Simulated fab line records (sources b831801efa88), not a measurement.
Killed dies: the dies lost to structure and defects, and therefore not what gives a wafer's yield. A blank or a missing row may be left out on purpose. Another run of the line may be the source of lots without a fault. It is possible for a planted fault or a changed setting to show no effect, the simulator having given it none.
Problem report in the 8D (eight disciplines) form, filled by code -- flow sky130 -- the parts of the form that need people (team, actions taken, sign-off) are left out

## 1. PROBLEM STATEMENT
Across 6 wafers from 2 lots, VT_ADJUST_LVTN_2_TW at SKY_VT_ADJUST_LVTN_TW_MEAS_21 averages 170.5, while fault-free wafers read 187.5 with a standard deviation of 2.2. Measured from the usual mean, that is -7.7 standard deviations.
Earliest sighting: wafer L605.2 on film_metro-03 at day 11 05:02. Wafers with a number at this step in the record: 42, from 14 lots. By rule, "out" or "out of limits" means more than 4 standard deviations away from the usual mean. The other wafers with a number count as sound.

## 2. WHAT IT IS, AND WHAT IT ISN'T
question,is,is not
which readings at this step,VT_ADJUST_LVTN_2_TW,-
which lots,"L605, L608","L594, L596, L597, L599, L600, L601, L602, L607, L613, L614, L615, L616"
which wafers of those lots,all that have a number,-
read on which gauges,"film_metro-03, film_metro-04",film_metro-02
when,from day 11 05:02,"up to then (21 sound wafers); but 15 sound wafers of L607, L613, L614, L615, L616 came after"

## 3. WHAT RULES OUT EACH SUSPECT
Counting: any tool at a process step up to the reading is kept as a suspect provided that every lot that is out went through it and no sound lot did after the first of them.
- the gauge at SKY_VT_ADJUST_LVTN_TW_MEAS_21: ruled out. 2 gauges (film_metro-03, film_metro-04) read the wafers that are out.
- implanter-04 at SKY_VT_ADJUST_LVTN_IMPLANT_19: kept. Every lot that is out went through it, starting with L605 (day 11 04:48), and after that it ran no sound lot; the last sound lot it ran before then is L601 (day 10 02:06). On those wafers its own readings are out: dose_ions_cm2, faraday_current_uA.
Remaining after the count: implanter-04 at SKY_VT_ADJUST_LVTN_IMPLANT_19.

## 4. THE CAUSE (what the simulator had put in)
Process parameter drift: implanter-04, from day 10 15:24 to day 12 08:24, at SKY_VT_ADJUST_LVTN_IMPLANT_19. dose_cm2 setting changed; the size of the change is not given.
Counting left only this tool.

## 5. THE EFFECT CHAIN, in route order
One row per reading whose mean, taken over the struck wafers that have a number, lies over 3 standard deviations from the usual. Only readings whose record carries a usual standard deviation are examined. hours: median over the lots of the time between each lot's start at the first step of this table that gives one and its start at this step. sigmas: the change, counted in usual standard deviations.
hours,step,reading,usual,on struck wafers,change,sigmas
0,SKY_VT_ADJUST_LVTN_IMPLANT_19,dose_ions_cm2,6.502e+11,4.481e+11,-2.021e+11,-99 or more
0,SKY_VT_ADJUST_LVTN_IMPLANT_19,faraday_current_uA,3.68,2.55,-1.13,-16
0,SKY_VT_ADJUST_LVTN_TW_MEAS_21,VT_ADJUST_LVTN_2_TW,187.5,170.5,-17.0,-7.7
It contains these process steps:
- SKY_VT_ADJUST_LVTN_IMPLANT_19
Later measuring or inspecting steps at which every struck wafer that the step has a row for has a number for every such reading, and none has moved that far: SKY_VT_ADJUST_NCORE_CD_MEAS_07.

## 6. HOW IT WOULD HAVE BEEN CAUGHT EARLIER
In this record the first reading out of limits at a measuring or inspecting step was taken at day 11 05:02, 14 hours after the fault began at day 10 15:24.
The tool's own readings at SKY_VT_ADJUST_LVTN_IMPLANT_19 were out on every struck wafer that the step has a row for (dose_ions_cm2, faraday_current_uA): an alarm limit on them would have fired on the first of those.
L608, from the lots that are out (2), started SKY_VT_ADJUST_LVTN_IMPLANT_19 on implanter-04 later than day 11 05:02. A tool hold placed at that time would have kept it from harm.
